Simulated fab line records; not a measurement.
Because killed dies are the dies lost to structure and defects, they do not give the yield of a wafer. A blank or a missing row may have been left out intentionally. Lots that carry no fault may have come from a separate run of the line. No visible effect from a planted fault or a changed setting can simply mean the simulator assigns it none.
Which tool did it? :: flow gf180mcu :: 14 lots, 42 wafers sampled, at 4 steps of a route of 602

## WHAT EACH GAUGE READ, for each wafer
GF_STI_BOW_MEAS_00.
lot: L968
measured: day 1 10:01
on: film_metro-04
INCOMING_BOW (um): 2 15 1

lot: L969
measured: day 1 15:02
on: film_metro-04
INCOMING_BOW (um): 0 5 -2

lot: L970
measured: day 1 20:01
on: film_metro-01
INCOMING_BOW (um): 5 -1 -7

lot: L971
measured: day 2 01:00
on: film_metro-02
INCOMING_BOW (um): -5 3 -6

lot: L973
measured: day 2 11:01
on: film_metro-01
INCOMING_BOW (um): 10 -1 -7

lot: L974
measured: day 2 16:01
on: film_metro-02
INCOMING_BOW (um): -15 -1 -1

lot: L975
measured: day 2 21:00
on: film_metro-04
INCOMING_BOW (um): 0 0 3

lot: L983
measured: day 4 13:00
on: film_metro-01
INCOMING_BOW (um): 1 -7 -4

lot: L986
measured: day 5 04:02
on: film_metro-01
INCOMING_BOW (um): -12 10 -5

lot: L987
measured: day 5 09:02
on: film_metro-01
INCOMING_BOW (um): 19 -15 -14

lot: L988
measured: day 5 14:00
on: film_metro-01
INCOMING_BOW (um): 2 -5 2

lot: L989
measured: day 5 19:02
on: film_metro-01
INCOMING_BOW (um): 11 -4 -2

lot: L990
measured: day 6 00:00
on: film_metro-02
INCOMING_BOW (um): 0 -8 -14

lot: L991
measured: day 6 05:00
on: film_metro-04
INCOMING_BOW (um): -8 7 4

GF_VT_IMPLANT_OVL_MEAS_18.
lot: L968
measured: day 6 07:34
on: overlay-01
VT_IMPLANT_01_OVL (nm): 0.5 2.6 -1.4

lot: L969
measured: day 6 13:29
on: overlay-01
VT_IMPLANT_01_OVL (nm): 1.7 3.5 1.4

lot: L970
measured: day 6 18:01
on: overlay-02
VT_IMPLANT_01_OVL (nm): 3.1 2.2 1.9

lot: L971
measured: day 7 05:53
on: overlay-01
VT_IMPLANT_01_OVL (nm): 1.7 1.2 2.1

lot: L973
measured: day 7 09:28
on: overlay-01
VT_IMPLANT_01_OVL (nm): 1.4 3.2 3.0

lot: L974
measured: day 7 19:25
on: overlay-01
VT_IMPLANT_01_OVL (nm): 0.5 1.1 0.2

lot: L975
measured: day 8 00:31
on: overlay-01
VT_IMPLANT_01_OVL (nm): 3.9 2.3 2.3

lot: L983
measured: day 10 03:40
on: overlay-02
VT_IMPLANT_01_OVL (nm): 2.2 1.8 1.0

lot: L986
measured: day 11 00:02
on: overlay-01
VT_IMPLANT_01_OVL (nm): 0.0 0.8 0.7

lot: L987
measured: day 11 04:17
on: overlay-02
VT_IMPLANT_01_OVL (nm): 0.5 2.3 0.3

lot: L988
measured: day 11 09:28
on: overlay-01
VT_IMPLANT_01_OVL (nm): 2.3 -0.1 1.4

lot: L989
measured: day 11 15:59
on: overlay-02
VT_IMPLANT_01_OVL (nm): -0.2 0.8 1.1

lot: L990
measured: day 11 20:31
on: overlay-02
VT_IMPLANT_01_OVL (nm): 1.0 0.4 1.5

lot: L991
measured: day 12 06:25
on: overlay-02
VT_IMPLANT_01_OVL (nm): 0.7 0.9 2.5

GF_HV_LDD_CD_MEAS_31 targets a cd of 400 nm.
lot: L968
measured: day 11 14:08
on: cd_sem-02
cd_nm (nm): 398.9 398.1 400.0

lot: L969
measured: day 12 05:52
on: cd_sem-01
cd_nm (nm): 399.0 400.6 398.3

lot: L970
measured: day 12 06:08
on: cd_sem-02
cd_nm (nm): 398.7 401.2 400.7

lot: L971
measured: day 12 21:46
on: cd_sem-02
cd_nm (nm): 398.6 400.9 401.6

lot: L973
measured: day 13 06:38
on: cd_sem-02
cd_nm (nm): 398.3 398.2 398.1

lot: L974
measured: day 13 17:50
on: cd_sem-01
cd_nm (nm): 403.8 405.5 404.6

lot: L975
measured: day 14 02:13
on: cd_sem-01
cd_nm (nm): 404.2 402.2 401.8

lot: L983
measured: day 16 06:37
on: cd_sem-01
cd_nm (nm): 399.0 397.4 399.5

lot: L986
measured: day 17 07:09
on: cd_sem-02
cd_nm (nm): 395.9 396.6 396.8

lot: L987
measured: day 17 13:28
on: cd_sem-01
cd_nm (nm): 400.4 401.0 400.5

lot: L988
measured: day 17 21:22
on: cd_sem-02
cd_nm (nm): 399.7 396.9 397.2

lot: L989
measured: day 18 04:16
on: cd_sem-01
cd_nm (nm): 397.6 398.2 397.8

lot: L990
measured: day 18 13:55
on: cd_sem-02
cd_nm (nm): 398.1 398.5 399.6

lot: L991
measured: day 19 01:49
on: cd_sem-02
cd_nm (nm): 399.3 402.4 401.7

## WHAT TOOL EACH LOT RAN ON (gives the tool, then ch and the chambers of the sampled wafers, and finally the start)
lot: L968
GF_VT_IMPLANT_IMPLANT_30: implanter-02 ch 0, day 6 23:20

lot: L969
GF_VT_IMPLANT_IMPLANT_30: implanter-02 ch 0, day 7 05:40

lot: L970
GF_VT_IMPLANT_IMPLANT_30: implanter-01 ch 0, day 7 09:17

lot: L971
GF_VT_IMPLANT_IMPLANT_30: implanter-02 ch 0, day 7 21:39

lot: L973
GF_VT_IMPLANT_IMPLANT_30: implanter-02 ch 0, day 8 01:14

lot: L974
GF_VT_IMPLANT_IMPLANT_30: implanter-02 ch 0, day 8 11:59

lot: L975
GF_VT_IMPLANT_IMPLANT_30: implanter-04 ch 0, day 8 18:00

lot: L983
GF_VT_IMPLANT_IMPLANT_30: implanter-04 ch 0, day 10 20:45

lot: L986
GF_VT_IMPLANT_IMPLANT_30: implanter-01 ch 0, day 11 17:52

lot: L987
GF_VT_IMPLANT_IMPLANT_30: implanter-04 ch 0, day 11 22:52

lot: L988
GF_VT_IMPLANT_IMPLANT_30: implanter-04 ch 0, day 12 04:22

lot: L989
GF_VT_IMPLANT_IMPLANT_30: implanter-01 ch 0, day 12 10:31

lot: L990
GF_VT_IMPLANT_IMPLANT_30: implanter-04 ch 0, day 12 16:25

lot: L991
GF_VT_IMPLANT_IMPLANT_30: implanter-01 ch 0, day 13 02:18
- GF_VT_IMPLANT_IMPLANT_30

## AS READ BY THE TOOLS THEMSELVES (means over the sampled wafers that have a number; for cases with no such wafer, the mark the record gives instead)
GF_VT_IMPLANT_IMPLANT_30.
lot: L968
tool: implanter-02
tilt_deg (degrees): 6.998

lot: L969
tool: implanter-02
tilt_deg (degrees): 7.008

lot: L970
tool: implanter-01
tilt_deg (degrees): 7.013

lot: L971
tool: implanter-02
tilt_deg (degrees): 6.981

lot: L973
tool: implanter-02
tilt_deg (degrees): 6.578

lot: L974
tool: implanter-02
tilt_deg (degrees): 6.568

lot: L975
tool: implanter-04
tilt_deg (degrees): 6.993

lot: L983
tool: implanter-04
tilt_deg (degrees): 6.996

lot: L986
tool: implanter-01
tilt_deg (degrees): 6.972

lot: L987
tool: implanter-04
tilt_deg (degrees): 6.980

lot: L988
tool: implanter-04
tilt_deg (degrees): 6.985

lot: L989
tool: implanter-01
tilt_deg (degrees): 7.003

lot: L990
tool: implanter-04
tilt_deg (degrees): 7.008

lot: L991
tool: implanter-01
tilt_deg (degrees): 6.987

## THE ANSWER, worked out from the rows above alone
Rule: the usual values come from the lots themselves. Put in order of their means at a reading, lots are off if they are a third of the lots or fewer, leave a main group of 4 or more, and stand apart from it by a gap of 3 or more times the standard deviation of the main group's means; of several such gaps the widest counts. A main group whose means are all the same, to the digits that the tables above print for the reading, isn't used. Also off: a lot with no number at a reading for which 4 or more lots have one. All remaining lots with rows at the step are treated as sound. The gauges are gone through in route order, then the tools' own readings, and for those a lot's mean is taken as printed above. The first step at which some lot is off is used, and at that step the reading that is off furthest; a lot without a number counts as furthest.
Off, at GF_VT_IMPLANT_IMPLANT_30 on tilt_deg: L973, L974. The main group: mean 6.994 degrees, standard deviation 0.012.
A tool fits if, at that step or a process step before it, it ran every lot that is off, and no sound lot after the first of them. One fits: GF_VT_IMPLANT_IMPLANT_30 on implanter-02. A fault onset in the window from L971 (day 7 21:39, its last sound lot) to L973 (day 8 01:14, its first lot off) fits.
The tool's own readings at GF_VT_IMPLANT_IMPLANT_30 bear it out: on the lots that are off they differ by more than 5 times the standard deviation of the sound lots' means. tilt_deg reads 6.573 degrees there against 6.994 degrees on the sound lots.

## WHAT WAS PUT IN BY THE SIMULATOR
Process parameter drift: implanter-02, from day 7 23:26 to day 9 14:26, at GF_VT_IMPLANT_IMPLANT_30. From 7, the setting tilt_deg moved by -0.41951. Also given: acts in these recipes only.
Lots struck among those shown: L973, L974. The rule given above showed the same thing.
